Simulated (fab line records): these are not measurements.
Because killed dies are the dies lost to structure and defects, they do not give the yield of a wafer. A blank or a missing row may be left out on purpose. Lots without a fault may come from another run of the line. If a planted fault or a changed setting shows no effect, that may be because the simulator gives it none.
fab line records	flow sky130
record: lots: 12	wafers: 36	lastDay: 50
route steps=708 shown CONTACT@406 PAD_OPEN@708
lots with no fault: from the same line, run without faults
startH: hours from the record's first day to the start of the lot's first wafer shown	waitH: hours from the lot's prior step to this one	" repeats the value in the row above	L1.1+2: a single row standing in for several wafers	- no value present, or no start provided	* or withheld: withheld	< > ~ a bound
route shown NAME@n: names a module that has steps shown in the file, with the first one's number in the route	usual: average and standard deviation across the fault-free wafers	same: alike in all rows	chamber/n: place in a boat	sites: readings site by site	_std_site: standard deviation of those values	_edge_site: inner sites' mean taken away from outer sites' mean	radiusMm: how far each site lies from the wafer's centre	mask NAME#n: copy n	behind: the tool/chamber that last shaped the wafer	hold: reason for holding the lot/hours on hold/outcome of the hold	device: the n, p or np transistor that did not switch	end of line: tests run on the same wafers once the route is complete	a step given without rows: its recipe and nothing more	killed: dies lost to structure and defects at the first sort, not the wafer's yield	map: a wafer's dies, x killed, . not, _ none there
set.NAME: setting as actually run; set.NAME@STEP: the setting as run at that earlier step	model.NAME: the simulator's own value behind a step, which no gauge read
one table for each step of the route and one row for each wafer, over a sample of lots
services: from which hour (startH, from the record's first day; less than 0 if before it) a tool's chamber was out of use, for how many hours, and why
== steps ==
step: SKY_CONTACT_CVD_00
recipe: material: Si3N4	targetThkNm: 75	tempC: 400	timeS: withheld	rfW: 450
usual: heaterPowerW: 735/120
lot.wafer	tool	chamber	startH	waitH	heaterPowerW
L192.3	pecvd-02	1	690.13	0.0	735
L192.5	"	2	"	"	841
L192.6	"	1	"	"	729
L194.3	pecvd-03	2	710.45	0.0	910
L194.4	"	1	"	"	713
L194.6	"	1	"	"	711
L196.4	pecvd-02	2	749.94	0.0	784
L196.5	"	0	"	"	538
L196.6	"	1	"	"	788
L198.2	pecvd-01	2	751.78	0.0	700
L198.3	"	0	"	"	954
L198.6	"	2	"	"	748
L199.1	pecvd-01	0	757.73	0.0	818
L199.2	"	1	"	"	604
L199.6	"	1	"	"	625
L203.2	pecvd-01	0	791.83	0.0	925
L203.4	"	2	"	"	709
L203.6	"	0	"	"	918
L202.1	pecvd-02	0	792.53	0.0	560
L202.2	"	1	"	"	762
L202.3	"	2	"	"	793
L205.1	pecvd-02	2	804.54	0.0	757
L205.5	"	1	"	"	701
L205.6	"	2	"	"	759
L206.3	pecvd-03	2	809.53	0.0	917
L206.4	"	2	"	"	904
L206.6	"	0	"	"	796
L211.2	pecvd-02	0	848.71	0.0	570
L211.5	"	1	"	"	688
L211.6	"	0	"	"	564
L212.2	pecvd-03	1	858.22	0.0	648
L212.3	"	0	"	"	801
L212.5	"	0	"	"	807
L214.1	pecvd-02	1	869.27	0.0	708
L214.2	"	0	"	"	497
L214.4	"	2	"	"	790
step: SKY_CONTACT_SOFTBAKE_10
recipe: tempC: 100	timeS: 88.51	resist: KrF-thick
usual: heaterPowerTotalW: 57.68/0.15	plateTempC: 100.00/0.13
lot.wafer	tool	chamber	startH	waitH	heaterPowerTotalW	plateTempC
L192.3	lithoTrack-03	0	704	-	57.55	99.85
L192.5	"	0	"	"	57.80	99.81
L192.6	"	0	"	"	57.67	100.02
L194.3	lithoTrack-02	0	725	-	57.74	99.81
L194.4	"	0	"	"	57.60	99.87
L194.6	"	0	"	"	57.84	99.97
L196.4	lithoTrack-04	0	763	-	57.73	99.95
L196.5	"	0	"	"	57.41	100.00
L196.6	"	0	"	"	57.39	99.91
L198.2	lithoTrack-03	0	764	-	57.59	100.22
L198.3	"	0	"	"	57.79	100.15
L198.6	"	0	"	"	57.58	100.26
L199.1	lithoTrack-03	0	771	-	57.88	99.93
L199.2	"	0	"	"	57.62	100.00
L199.6	"	0	"	"	57.73	99.89
L203.2	lithoTrack-04	0	806	-	57.73	100.03
L203.4	"	0	"	"	57.64	99.87
L203.6	"	0	"	"	57.89	100.00
L202.1	lithoTrack-03	0	806	-	57.77	100.03
L202.2	"	0	"	"	57.67	99.83
L202.3	"	0	"	"	57.44	100.20
L205.1	lithoTrack-02	0	818	-	57.89	99.97
L205.5	"	0	"	"	57.53	99.92
L205.6	"	0	"	"	57.61	99.71
L206.3	lithoTrack-04	0	823	-	57.68	99.93
L206.4	"	0	"	"	57.77	99.75
L206.6	"	0	"	"	57.90	99.93
L211.2	lithoTrack-04	0	863	-	68.47	113.49
L211.5	"	0	"	"	68.46	113.58
L211.6	"	0	"	"	68.79	113.53
L212.2	lithoTrack-04	0	872	-	68.72	113.70
L212.3	"	0	"	"	68.64	113.79
L212.5	"	0	"	"	68.49	113.77
L214.1	lithoTrack-02	0	883	-	57.47	99.82
L214.2	"	0	"	"	57.49	99.98
L214.4	"	0	"	"	57.59	99.84
step: SKY_CONTACT_CD_MEAS_14
recipe: targetCdNm: 170
usual: cdNm: 170.0/1.4
lot.wafer	tool	chamber	startH	waitH	cdNm
L192.3	cdSem-02	-	718.35	-	168.9
L192.5	"	-	"	"	169.6
L192.6	"	-	"	"	169.7
L194.3	cdSem-02	-	737.42	-	168.4
L194.4	"	-	"	"	167.1
L194.6	"	-	"	"	166.9
L196.4	cdSem-02	-	776.57	-	168.5
L196.5	"	-	"	"	168.4
L196.6	"	-	"	"	169.2
L198.2	cdSem-02	-	778.28	-	169.3
L198.3	"	-	"	"	170.2
L198.6	"	-	"	"	170.1
L199.1	cdSem-02	-	784.58	-	169.4
L199.2	"	-	"	"	169.9
L199.6	"	-	"	"	171.2
L203.2	cdSem-01	-	818.99	-	172.7
L203.4	"	-	"	"	171.7
L203.6	"	-	"	"	171.6
L202.1	cdSem-02	-	819.32	-	172.3
L202.2	"	-	"	"	171.4
L202.3	"	-	"	"	171.6
L205.1	cdSem-01	-	832.88	-	171.3
L205.5	"	-	"	"	168.5
L205.6	"	-	"	"	170.1
L206.3	cdSem-02	-	837.62	-	170.3
L206.4	"	-	"	"	170.2
L206.6	"	-	"	"	171.3
L211.2	cdSem-01	-	876.94	-	180.9
L211.5	"	-	"	"	181.0
L211.6	"	-	"	"	182.1
L212.2	cdSem-02	-	886.24	-	182.8
L212.3	"	-	"	"	181.8
L212.5	"	-	"	"	179.9
L214.1	cdSem-02	-	896.72	-	169.4
L214.2	"	-	"	"	170.2
L214.4	"	-	"	"	169.6
step: SKY_CONTACT_STRIP_19
recipe: chemistry: O2/N2	powerW: 1400	pressureMtorr: 1500	platenTempC: withheld	o2FlowSccm: 3000	n2FlowSccm: 300	overashFraction: 0.5
usual: drypumpMotorCurrentA: 5.6/0.33	oesProductAu: 0.381/0.004	stripTimeToEndpointS: 3.638/0.024
lot.wafer	tool	chamber	startH	waitH	drypumpMotorCurrentA	oesProductAu	rfHoursCounterH	stripTimeToEndpointS
L192.3	plasmaAsher-03	1	718.63	-	5.9	0.384	-	3.599
L192.5	"	0	"	"	6.0	0.381	-	3.592
L192.6	"	1	"	"	5.9	0.378	-	3.614
L194.3	plasmaAsher-04	1	737.70	-	5.6	0.380	-	3.652
L194.4	"	0	"	"	5.0	0.382	-	3.607
L194.6	"	1	"	"	5.6	0.378	-	3.638
L196.4	plasmaAsher-03	1	776.83	-	5.9	0.387	-	3.696
L196.5	"	1	"	"	5.9	0.387	-	3.626
L196.6	"	0	"	"	6.0	0.383	-	3.614
L198.2	plasmaAsher-01	0	778.55	-	5.7	0.377	61	3.591
L198.3	"	1	"	"	5.4	0.382	-	3.598
L198.6	"	1	"	"	5.4	0.378	-	3.617
L199.1	plasmaAsher-01	1	784.87	-	5.4	0.382	62	3.634
L199.2	"	0	"	"	5.6	0.378	62	3.625
L199.6	"	0	"	"	5.6	0.382	-	3.600
L203.2	plasmaAsher-04	0	819.25	-	5.0	0.378	41	3.643
L203.4	"	0	"	"	5.0	0.379	-	3.628
L203.6	"	0	"	"	5.0	0.374	-	3.635
L202.1	plasmaAsher-01	0	819.60	-	5.7	0.377	65	3.672
L202.2	"	1	"	"	5.4	0.379	65	3.630
L202.3	"	0	"	"	5.6	0.378	-	3.644
L205.1	plasmaAsher-03	1	833.17	-	5.9	0.383	97	3.631
L205.5	"	0	"	"	6.0	0.376	-	3.668
L205.6	"	1	"	"	5.9	0.377	-	3.638
L206.3	plasmaAsher-03	0	837.90	-	6.0	0.378	-	3.628
L206.4	"	1	"	"	5.9	0.376	-	3.640
L206.6	"	1	"	"	5.8	0.376	-	3.595
L211.2	plasmaAsher-01	1	877.20	-	5.4	0.376	71	3.555
L211.5	"	0	"	"	5.6	0.381	-	3.569
L211.6	"	1	"	"	5.4	0.384	-	3.528
L212.2	plasmaAsher-01	1	886.50	-	5.4	0.378	72	3.602
L212.3	"	1	"	"	5.4	0.384	-	3.587
L212.5	"	0	"	"	5.6	0.374	-	3.585
L214.1	plasmaAsher-03	1	897.00	-	5.9	0.381	104	3.665
L214.2	"	0	"	"	6.0	0.376	104	3.663
L214.4	"	1	"	"	5.9	0.380	-	3.647
step: SKY_CONTACT_RS_MEAS_25
recipe: thkMeasGauge: four-point-probe	reads: W_of_CONTACT_CVD_24+TiN_of_CONTACT_SPUTTER_23
usual: CONTACT_W_RS: 0.336/0.0031
lot.wafer	tool	chamber	startH	waitH	CONTACT_W_RS[ohm/sq]
L192.3	filmMetro-02	-	719.40	0.1	0.334
L192.5	"	-	"	"	0.332
L192.6	"	-	"	"	0.334
L194.3	filmMetro-01	-	738.52	0.1	0.338
L194.4	"	-	"	"	0.341
L194.6	"	-	"	"	0.342
L196.4	filmMetro-01	-	777.75	0.1	0.340
L196.5	"	-	"	"	0.337
L196.6	"	-	"	"	0.334
L198.2	filmMetro-03	-	779.33	0.1	0.334
L198.3	"	-	"	"	0.333
L198.6	"	-	"	"	0.333
L199.1	filmMetro-03	-	785.63	0.1	0.345
L199.2	"	-	"	"	0.344
L199.6	"	-	"	"	0.344
L203.2	filmMetro-03	-	820.08	0.1	0.335
L203.4	"	-	"	"	0.333
L203.6	"	-	"	"	0.339
L202.1	filmMetro-02	-	820.41	0.1	0.333
L202.2	"	-	"	"	0.335
L202.3	"	-	"	"	0.331
L205.1	filmMetro-01	-	833.97	0.1	0.328
L205.5	"	-	"	"	0.334
L205.6	"	-	"	"	0.331
L206.3	filmMetro-03	-	838.69	0.1	0.337
L206.4	"	-	"	"	0.333
L206.6	"	-	"	"	0.335
L211.2	filmMetro-02	-	877.99	0.1	0.338
L211.5	"	-	"	"	0.336
L211.6	"	-	"	"	0.337
L212.2	filmMetro-02	-	887.29	0.1	0.337
L212.3	"	-	"	"	0.336
L212.5	"	-	"	"	0.339
L214.1	filmMetro-01	-	897.80	0.1	0.336
L214.2	"	-	"	"	0.338
L214.4	"	-	"	"	0.334
step: SKY_CONTACT_THK_MEAS_26
recipe: thkMeasGauge: xrf	reads: W_of_CONTACT_CVD_24
usual: CONTACT_W_THK: 344/5.5
lot.wafer	tool	chamber	startH	waitH	CONTACT_W_THK[nm]
L192.3	filmMetro-02	-	719.50	0.1	337
L192.5	"	-	"	"	338
L192.6	"	-	"	"	337
L194.3	filmMetro-01	-	738.62	0.1	347
L194.4	"	-	"	"	345
L194.6	"	-	"	"	344
L196.4	filmMetro-01	-	777.84	0.1	346
L196.5	"	-	"	"	347
L196.6	"	-	"	"	350
L198.2	filmMetro-03	-	779.44	0.1	345
L198.3	"	-	"	"	348
L198.6	"	-	"	"	346
L199.1	filmMetro-03	-	785.75	0.1	332
L199.2	"	-	"	"	334
L199.6	"	-	"	"	335
L203.2	filmMetro-03	-	820.19	0.1	341
L203.4	"	-	"	"	344
L203.6	"	-	"	"	336
L202.1	filmMetro-02	-	820.53	0.1	346
L202.2	"	-	"	"	342
L202.3	"	-	"	"	349
L205.1	filmMetro-01	-	834.09	0.1	358
L205.5	"	-	"	"	352
L205.6	"	-	"	"	358
L206.3	filmMetro-03	-	838.79	0.1	337
L206.4	"	-	"	"	341
L206.6	"	-	"	"	339
L211.2	filmMetro-02	-	878.10	0.1	340
L211.5	"	-	"	"	344
L211.6	"	-	"	"	339
L212.2	filmMetro-02	-	887.40	0.1	342
L212.3	"	-	"	"	341
L212.5	"	-	"	"	339
L214.1	filmMetro-01	-	897.92	0.1	350
L214.2	"	-	"	"	346
L214.4	"	-	"	"	352
step: SKY_PAD_OPEN_PROBE_99
usual: killed_at_M0_to_M3: 44/6.6	killed_at_M4_up: 3.0/2	killedAtContacts: 24/5.1	killedAtFrontEnd: 15/4.1	killedAtOther: 0.4/0.62	killedDies: 86/9.3	killedOpen: 46/6.8	killedShort: 40/5.8
same: grossDies: 492	killedAtBackSide: 0
lot.wafer	tool	chamber	startH	waitH	killed_at_M0_to_M3	killed_at_M4_up	killedAtContacts	killedAtFrontEnd	killedAtOther	killedDies	killedOpen	killedShort
L192.3	prober-02	-	1062.49	0.2	44	4	23	15	1	87	44	43
L192.5	prober-02	-	1062.59	0.2	47	7	22	15	0	91	45	46
L192.6	prober-02	-	1062.64	0.2	39	3	22	21	1	86	41	45
L194.3	prober-02	-	1078.15	0.2	49	3	22	14	0	88	47	41
L194.4	prober-02	-	1078.20	0.2	38	4	24	18	2	86	48	38
L194.6	prober-02	-	1078.30	0.2	44	7	24	17	0	92	48	44
L198.6	prober-01	-	1108.03	0.2	33	3	30	18	0	84	51	33
L205.1	prober-02	-	1147.65	0.1	42	2	24	8	0	76	43	33
L205.5	prober-02	-	1147.85	0.2	34	3	23	12	0	72	39	31
L205.6	prober-02	-	1147.90	0.2	41	4	24	15	0	84	38	45
L211.2	prober-02	-	1178.91	0.1	54	0	29	17	1	101	59	42
L211.6	prober-02	-	1179.11	0.2	47	5	24	20	0	96	48	48
L212.5	prober-01	-	1181.13	0.2	52	1	21	16	1	91	48	43
killed by level:class
L192.3 VIA1:geometricParticle:open=10 VIA2:geometricParticle:open=10 CONTACT:geometricParticle:open=8 FIELD_ISO:geometricParticle:short=7 METAL1:geometricParticle:short=7 LI_CONTACT:geometricParticle:open=5 METAL2:geometricParticle:short=5 CONTACT:geometricParticle:short=4
L192.5 VIA1:geometricParticle:open=15 CONTACT:geometricParticle:open=8 LI_CONTACT:geometricParticle:open=6 VIA1:geometricParticle:short=6 METAL2:geometricParticle:short=6 POLY_GATE:geometricParticle:open=5 METAL1:geometricParticle:short=5 VIA3:geometricParticle:short=5
L192.6 CONTACT:geometricParticle:open=9 VIA2:geometricParticle:open=9 POLY_GATE:geometricParticle:short=6 VIA1:geometricParticle:short=6 VIA1:geometricParticle:open=5 METAL2:geometricParticle:short=5 FIELD_ISO:geometricParticle:open=4 LI_CONTACT:geometricParticle:short=4
L194.3 VIA1:geometricParticle:open=11 CONTACT:geometricParticle:open=11 POLY_GATE:geometricParticle:short=7 VIA3:geometricParticle:open=7 VIA2:geometricParticle:open=7 METAL1:geometricParticle:short=6 LI_CONTACT:geometricParticle:open=4 VIA1:geometricParticle:short=4
L194.4 VIA1:geometricParticle:open=11 CONTACT:geometricParticle:open=10 METAL2:geometricParticle:short=6 POLY_GATE:geometricParticle:open=5 POLY_GATE:geometricParticle:short=5 LI_CONTACT:geometricParticle:open=5 VIA2:geometricParticle:open=5 VIA3:geometricParticle:open=5
L194.6 CONTACT:geometricParticle:open=9 VIA1:geometricParticle:open=8 METAL2:geometricParticle:short=8 METAL4:geometricParticle:short=7 POLY_GATE:geometricParticle:open=6 CONTACT:geometricParticle:short=6 METAL1:geometricParticle:short=6 VIA3:geometricParticle:open=6
L198.6 CONTACT:geometricParticle:open=15 VIA1:geometricParticle:open=11 FIELD_ISO:geometricParticle:open=7 CONTACT:geometricParticle:short=7 LI_CONTACT:geometricParticle:open=5 VIA2:geometricParticle:open=5 FIELD_ISO:geometricParticle:short=4 METAL1:geometricParticle:short=4
L205.1 VIA3:geometricParticle:open=10 VIA1:geometricParticle:open=8 VIA2:geometricParticle:open=7 LI_CONTACT:geometricParticle:open=6 CONTACT:geometricParticle:open=6 FIELD_ISO:geometricParticle:short=5 CONTACT:geometricParticle:short=4 LI_CONTACT:geometricParticle:short=3
L205.5 CONTACT:geometricParticle:open=9 METAL1:geometricParticle:short=6 VIA2:geometricParticle:open=6 VIA3:geometricParticle:open=6 FIELD_ISO:geometricParticle:short=5 LI_CONTACT:geometricParticle:open=5 METAL3:geometricParticle:short=5 VIA1:geometricParticle:open=4
L205.6 VIA1:geometricParticle:open=9 CONTACT:geometricParticle:open=9 METAL1:geometricParticle:short=8 VIA2:geometricParticle:open=8 FIELD_ISO:geometricParticle:short=7 CONTACT:geometricParticle:short=6 METAL2:geometricParticle:short=5 LI_CONTACT:geometricParticle:open=4
L211.2 VIA1:geometricParticle:open=15 CONTACT:geometricParticle:open=9 LI_CONTACT:geometricParticle:open=8 VIA3:geometricParticle:open=8 POLY_GATE:geometricParticle:open=6 VIA3:geometricParticle:short=6 POLY_GATE:geometricParticle:short=5 METAL1:geometricParticle:short=5
L211.6 METAL2:geometricParticle:short=9 CONTACT:geometricParticle:open=9 VIA1:geometricParticle:open=8 METAL1:geometricParticle:short=7 VIA2:geometricParticle:open=7 FIELD_ISO:geometricParticle:open=6 LOCAL_INTERCONNECT:geometricParticle:short=6 FIELD_ISO:geometricParticle:short=5
L212.5 CONTACT:geometricParticle:open=10 VIA3:geometricParticle:open=9 VIA1:geometricParticle:open=8 METAL1:geometricParticle:short=7 METAL2:geometricParticle:short=7 VIA2:geometricParticle:open=6 FIELD_ISO:geometricParticle:open=4 LOCAL_INTERCONNECT:geometricParticle:short=4
== services ==
tool	chamber	startH	hours	kind
pecvd-03	2	669.11	2.1	scheduledDown
plasmaAsher-01	-	675.51	28.1	pm
plasmaAsher-03	-	686.08	12.7	repair
pecvd-01	0	693.50	2.1	scheduledDown
pecvd-01	-	693.95	0.5	repair
pecvd-03	0	705.74	-	clean
pecvd-03	0	705.74	29.5	scheduledDown
pecvd-03	0	705.74	29.5	ventCycle
pecvd-02	0	708.01	5.5	scheduledDown
pecvd-03	-	711.82	2.8	pm
pecvd-02	-	744.19	0.6	repair
pecvd-01	-	771.26	0.7	repair
pecvd-01	1	779.34	16.0	repair
pecvd-02	1	797.64	5.5	scheduledDown
pecvd-02	0	799.72	11.1	repair
pecvd-02	1	818.12	-	clean
pecvd-02	1	818.12	-	consumableReplace:showerhead
pecvd-02	1	818.12	29.0	scheduledDown
pecvd-02	1	818.12	29.0	ventCycle
pecvd-02	2	819.45	3.6	repair
plasmaAsher-01	-	832.91	2.8	pm
pecvd-03	-	867.69	14.6	pm
pecvd-01	0	878.74	10.2	repair
pecvd-03	-	895.03	0.9	repair
== key ==
firstSign: step: SKY_CONTACT_SOFTBAKE_10	reading: plateTempC	direction: up	sigmas: 99+	usual: *	struck: *
effect: step: SKY_CONTACT_SOFTBAKE_10	reading: heaterPowerTotalW	direction: up	sigmas: 72	usual: *	struck: *
effect: step: SKY_CONTACT_CD_MEAS_14	reading: cdNm	direction: up	sigmas: 8	usual: 170.0	struck: 181.4
effect: step: SKY_CONTACT_STRIP_19	reading: stripTimeToEndpointS	direction: down	sigmas: 2.8	usual: *	struck: *
metAt SKY_CONTACT_SOFTBAKE_10
struckLots L211,L212
testerLeftOut L211,L212
notActingAt SKY_CONTACT_CVD_00,SKY_CONTACT_RS_MEAS_25,SKY_CONTACT_THK_MEAS_26
onsetBetween 823 863
fault: kind: processParameterDrift	tool: lithoTrack-04	chamber: -	onsetH: 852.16	steps: SKY_CONTACT_SOFTBAKE_10	channel: tempC	offset: *	shape: step	endH: 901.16	actsIn: *	stated: *
testerLeftOut: of these lots the tester's yield and bins aren't shown, on N5 and GAA mostly nor the transistor test; their killed dies are dies lost to structure and defects alone, not to doping, threshold or leakage, so they don't give the yield
